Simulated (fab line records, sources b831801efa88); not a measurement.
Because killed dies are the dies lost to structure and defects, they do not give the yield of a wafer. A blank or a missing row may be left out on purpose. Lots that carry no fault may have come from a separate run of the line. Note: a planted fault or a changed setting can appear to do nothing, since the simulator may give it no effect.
Which of the tools did it?	flow sky130	45 wafers from 15 lots sampled at 5 of the route's 708 steps

WHAT THE GAUGES READ, wafer by wafer
SKY_FIELD_ISO_THK_MEAS_25. Usual: FIELD_ISO_CVD_24_THK typically reads 594 nm, with standard deviation 5.7.
lot	measured	on	FIELD_ISO_CVD_24_THK (nm)	flag
L538	day 2 07:52	film-metro-02	601 602 609	
L540	day 2 20:19	film-metro-04	588 591 595	
L542	day 3 05:18	film-metro-04	585 589 591	
L544	day 3 15:59	film-metro-04	592 596 594	
L545	day 3 20:15	film-metro-02	598 587 592	
L546	day 3 23:49	film-metro-03	589 598 603	
L547	day 4 05:57	film-metro-03	591 587 590	
L548	day 4 11:50	film-metro-04	597 600 598	
L549	day 4 15:49	film-metro-04	584 592 589	
L551	day 5 04:28	film-metro-04	588 587 592	
L552	day 5 09:39	film-metro-03	592 591 594	
L553	day 5 15:25	film-metro-03	578 587 584	
L554	day 5 19:10	film-metro-03	594 592 592	
L555	day 5 23:39	film-metro-03	604 596 595	
L556	day 6 02:59	film-metro-02	594 592 603	

SKY_NWELL_RS_MEAS_29: a four-point-probe measurement. Usual: NWELL_RS typically reads 624.3 ohm/sq, with standard deviation 1.7.
lot	measured	on	NWELL_RS (ohm/sq)	flag
L538	day 5 08:39	film-metro-01	622.3 622.8 621.7	
L540	day 5 22:20	film-metro-01	622.2 623.8 622.3	
L542	day 6 09:29	film-metro-01	624.0 625.5 626.1	
L544	day 6 21:00	film-metro-04	622.1 625.0 621.9	
L545	day 7 01:12	film-metro-01	624.4 623.9 624.3	
L546	day 7 04:40	film-metro-01	624.3 624.6 623.2	
L547	day 7 11:46	film-metro-04	623.4 625.4 624.0	
L548	day 7 19:42	film-metro-01	623.4 626.7 621.6	
L549	day 8 00:16	film-metro-01	624.9 625.2 622.7	
L551	day 8 12:56	film-metro-01	623.4 625.6 624.1	
L552	day 8 20:52	film-metro-04	650.9 652.4 650.1	OFF
L553	day 9 02:30	film-metro-04	649.5 647.8 648.3	OFF
L554	day 9 06:53	film-metro-01	655.8 651.2 655.2	OFF
L555	day 9 14:50	film-metro-03	623.8 623.2 622.8	
L556	day 9 19:51	film-metro-01	623.7 625.1 623.8	

SKY_VT_ADJUST_HVTR_OVL_MEAS_08. Usual: VT_ADJUST_HVTR_OVL typically reads -0.5 nm, with standard deviation 1.3.
lot	measured	on	VT_ADJUST_HVTR_OVL (nm)	flag
L538	day 9 14:47	overlay-01	-0.4 -0.8 0.2	
L540	day 10 02:51	overlay-01	2.9 1.4 0.3	
L542	day 10 16:46	overlay-02	1.1 0.0 -0.6	
L544	day 11 08:23	overlay-01	-1.7 -1.2 -4.6	
L545	day 11 10:36	overlay-02	-0.8 0.8 -0.3	
L546	day 11 17:21	overlay-01	-0.2 -1.1 -0.1	
L547	day 11 22:36	overlay-01	-1.9 -2.4 -1.9	
L548	day 12 09:50	overlay-01	0.2 -0.6 -1.3	
L549	day 12 17:31	overlay-02	-0.7 0.3 -0.3	
L551	day 13 09:48	overlay-01	0.2 -0.2 -0.8	
L555	day 14 17:06	overlay-01	-2.9 -0.9 -2.0	
L556	day 14 21:12	overlay-02	0.0 -1.4 -0.9	

WHICH TOOL RAN EACH LOT (tool, then ch and the chambers of the sampled wafers, then the start)
lot	SKY_NWELL_IMPLANT_13	SKY_VT_ADJUST_HVTP_STRIP_10
L538	implanter-01 ch 0, day 4 14:32	plasma-asher-01 ch 0,1, day 6 02:38
L540	implanter-04 ch 0, day 5 03:52	plasma-asher-04 ch 0,1, day 6 17:47
L542	implanter-04 ch 0, day 5 14:34	plasma-asher-01 ch 0,1, day 7 04:07
L544	implanter-02 ch 0, day 6 01:41	plasma-asher-01 ch 0,1, day 7 16:44
L545	implanter-04 ch 0, day 6 06:01	plasma-asher-01 ch 1, day 7 20:58
L546	implanter-02 ch 0, day 6 10:17	plasma-asher-01 ch 0,1, day 8 01:01
L547	implanter-02 ch 0, day 6 16:44	plasma-asher-02 ch 0,1, day 8 07:58
L548	implanter-02 ch 0, day 6 23:38	plasma-asher-01 ch 1, day 8 16:16
L549	implanter-02 ch 0, day 7 03:10	plasma-asher-04 ch 0,1, day 8 21:08
L551	implanter-04 ch 0, day 7 15:32	plasma-asher-02 ch 0,1, day 9 11:37
L552	implanter-02, day 8 00:20	-
L553	implanter-04, day 8 05:07	-
L554	implanter-04, day 8 10:05	-
L555	implanter-04 ch 0, day 8 17:20	plasma-asher-02 ch 0,1, day 10 13:47
L556	implanter-04 ch 0, day 8 21:52	plasma-asher-01 ch 0,1, day 10 17:56
- SKY_NWELL_IMPLANT_13
- SKY_VT_ADJUST_HVTP_STRIP_10: strips in O2/N2.

AS READ BY THE TOOLS THEMSELVES (means over the sampled wafers that have a number; for cases with no such wafer, the mark the record gives instead)
SKY_NWELL_IMPLANT_13. Usual: beam-energy-keV 50.000, standard deviation 0.015; beam-on-s 9.97 s, standard deviation 0.22.
lot	tool	beam-energy-keV	beam-on-s (s)	flag
L538	implanter-01	50.004	9.90	
L540	implanter-04	49.997	10.13	
L542	implanter-04	50.027	10.09	
L544	implanter-02	50.011	9.80	
L545	implanter-04	50.000	9.85	
L546	implanter-02	50.007	10.19	
L547	implanter-02	50.001	9.99	
L548	implanter-02	49.988	10.17	
L549	implanter-02	49.993	9.97	
L551	implanter-04	50.014	10.01	
L552	implanter-02	-	-	OFF
L553	implanter-04	-	-	OFF
L554	implanter-04	-	-	OFF
L555	implanter-04	50.007	9.73	
L556	implanter-04	49.991	10.07	

SKY_VT_ADJUST_HVTP_STRIP_10. Usual: chamber-pressure-mTorr 1500.1 mTorr, standard deviation 1.4; drypump-motor-current-A 5.6 A, standard deviation 0.32; oes-product-au 0.715 a.u., standard deviation 0.0046; strip-time-to-endpoint-s 14.16 s, standard deviation 0.039.
lot	tool	chamber-pressure-mTorr (mTorr)	drypump-motor-current-A (A)	oes-product-au (a.u.)	strip-time-to-endpoint-s (s)	flag
L538	plasma-asher-01	1500.2	5.4	0.712	14.18	
L540	plasma-asher-04	1499.2	6.1	0.719	14.11	
L542	plasma-asher-01	1503.0	5.5	0.714	14.24	
L544	plasma-asher-01	1501.3	5.5	0.716	14.14	
L545	plasma-asher-01	1500.2	5.6	0.713	14.13	
L546	plasma-asher-01	1500.4	5.4	0.712	14.13	
L547	plasma-asher-02	1499.7	5.5	0.710	14.20	
L548	plasma-asher-01	1500.8	5.6	0.720	14.13	
L549	plasma-asher-04	1499.9	6.0	0.713	14.20	
L551	plasma-asher-02	1500.1	5.6	0.717	14.19	
L555	plasma-asher-02	1501.2	5.5	0.715	14.18	
L556	plasma-asher-01	1499.0	5.4	0.718	14.14	

THE ANSWER, worked out from the rows above alone
Rule: a lot is off if the mean of its wafers that have a number lies more than 3 standard deviations from the usual mean. Also off: a lot with no number at a reading for which 4 or more lots have one. All remaining lots with rows at the step are treated as sound. Order of review: gauges by route order, followed by the tools' own readings, for which a lot's mean as printed above is used. The first step at which some lot is off is used, and at that step the reading that is off furthest; a lot without a number counts as furthest.
Off: L552, L553, L554, at SKY_NWELL_RS_MEAS_29 (NWELL_RS).
A tool fits if, at a process step before that reading, it ran every lot that is off, and no sound lot after the first of them. Not tried: the gauges at SKY_NWELL_RS_MEAS_29; whatever is off there is also off at SKY_NWELL_IMPLANT_13, on other tools, and gauge error can't account for it. No candidate that was tried fits.

WHAT THE SIMULATOR HAD INSERTED
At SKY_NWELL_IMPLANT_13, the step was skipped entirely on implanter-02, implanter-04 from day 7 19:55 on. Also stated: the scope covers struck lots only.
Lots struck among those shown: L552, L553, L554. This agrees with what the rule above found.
